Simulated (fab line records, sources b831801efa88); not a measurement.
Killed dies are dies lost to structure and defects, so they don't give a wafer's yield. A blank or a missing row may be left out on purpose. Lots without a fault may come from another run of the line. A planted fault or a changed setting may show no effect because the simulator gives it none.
Split-lot experiment | flow sfq_line | 5 lots, 23 wafers read, on a route of 325 steps

THE SPLIT
At SFQ_TRILAYER_I4_CMP_CMP_100 (polishes SiO2), the setting leave_above_ref_nm was moved away from the recipe's 200 nm on 5 of the 23 wafers read, by +3.5% to +3.9%. The other wafers ran this setting at the recipe's value.

The file shows no step between the split and the reading.

THE READING
thk_nm, in nm, at SFQ_TRILAYER_I4_METRO_MEASURE_101. Fault-free wafers of this fab line usually give 200.2 nm, standard deviation 1.3 nm.

wafer  | tool, chamber at the split | leave_above_ref_nm as run, nm | against the recipe | thk_nm, nm | against lot-mates on the recipe
L074.2 | cmp-02, 1                  | 200                           | recipe             | 199.7      | -
L074.4 | cmp-02, 3                  | 200                           | recipe             | 199.7      | -
L074.5 | cmp-02, 1                  | 200                           | recipe             | 201.5      | -
L076.2 | cmp-02, 0                  | 200                           | recipe             | 199.4      | -
L076.3 | cmp-02, 1                  | 207                           | +3.5%              | 206.9      | +7.2
L076.4 | cmp-02, 2                  | 207                           | +3.5%              | 209.0      | +9.3
L076.5 | cmp-02, 1                  | 200                           | recipe             | 200.0      | -
L076.6 | cmp-02, 0                  | 207                           | +3.5%              | 205.3      | +5.6
L078.1 | cmp-02, 1                  | 200                           | recipe             | 200.8      | -
L078.2 | cmp-02, 0,1                | 200                           | recipe             | 199.2      | -
L078.3 | cmp-02, 2                  | 200                           | recipe             | 202.9      | -
L078.4 | cmp-02, 3                  | 200                           | recipe             | 200.6      | -
L078.5 | cmp-02, 0,1                | 200                           | recipe             | 199.1      | -
L080.2 | cmp-01, 3                  | 200                           | recipe             | 200.6      | -
L080.3 | cmp-01, 2                  | 200                           | recipe             | 201.2      | -
L080.4 | cmp-01, 1                  | 207.8                         | +3.9%              | 208.5      | +7.4
L080.5 | cmp-01, 3                  | 200                           | recipe             | 201.5      | -
L080.6 | cmp-01, 2                  | 207.8                         | +3.9%              | 208.9      | +7.8
L083.1 | cmp-02, 0                  | 200                           | recipe             | 198.4      | -
L083.3 | cmp-02, 3                  | 200                           | recipe             | 199.3      | -
L083.4 | cmp-02, 1                  | 200                           | recipe             | 198.7      | -
L083.5 | cmp-02, 1                  | 200                           | recipe             | 199.3      | -
L083.6 | cmp-02, 0                  | 200                           | recipe             | 199.0      | -
Where a row lists several chambers, the file gives one row for several wafers and doesn't say which wafer went through which chamber.

THE FIT
A straight line over all 23 wafers: thk_nm changes by +2.1 nm for each +1% of leave_above_ref_nm; r = +0.94; the points scatter about the line by 1.2 nm.
The same after taking each lot's own level away (the mean of its wafers on the recipe; 23 wafers): +2.03 nm for each +1%; r = +0.96; scatter 0.98 nm.
On that fit, the largest move of leave_above_ref_nm shifts the reading by 7.9 nm.
The lots' own levels span 198.94 to 201.10 nm, that is 1.7 times the standard deviation above.
So the lot-to-lot level changes the slope little: the two slopes agree.
Check: with one of the wafers moved furthest among these (+3.9%) left out of the fit, the line predicts +8.09 nm for it against its lot-mates. It came out at +7.4 nm against them.

OTHER SPLITS ON THESE WAFERS
These wafers also went through other splits before the reading. Each is held against what the fit with the lots' levels taken away leaves over:
other split on the same wafers           | wafers away from the commonest value | r with thk_nm (lot level and that fit taken away)
SFQ_TRILAYER_M4_LITHO_COAT_098 spin_rpm  | 7                                    | -0.04
SFQ_TRILAYER_M4_LITHO_PEB_096 peb_time_s | 7                                    | +0.34

THE WHOLE CHAIN: every reading that the file lists as answering this split, in the file's order
step                                  | what it does                                                            | reading                                                                                   | change (the file's fit)              | r (the file's)
SFQ_TRILAYER_I4_CMP_CMP_100           | polishes SiO2                                                           | SiO2_of_TRILAYER_I4_DEP_PECVD_099.thk_nm (the simulator's own value, which no gauge read) | +2.04 nm for each +1% of the setting | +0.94
SFQ_TRILAYER_I4_METRO_MEASURE_101     |                                                                         | thk_nm                                                                                    | +2.02 nm for each +1% of the setting | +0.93
SFQ_TRILAYER_I4_VIA_ETCH_VIA_ETCH_106 | etches SiO2 in CHF3, stops on Nb, target depth 260 nm                   | I4.feature_depth_nm (the simulator's own value, which no gauge read)                      | +2.05 nm for each +1% of the setting | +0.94
SFQ_TRILAYER_M5_ETCH_METAL_ETCH_126   | etches Nb in Cl2/BCl3, stops on SiO2, time 203.2 s, target depth 265 nm | SiO2_of_TRILAYER_I4_DEP_PECVD_099.thk_nm (the simulator's own value, which no gauge read) | +2.07 nm for each +1% of the setting | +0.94

THE FILE'S OWN FIT
thk_nm changes by +2.02 nm for each +1% of leave_above_ref_nm, r = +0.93.
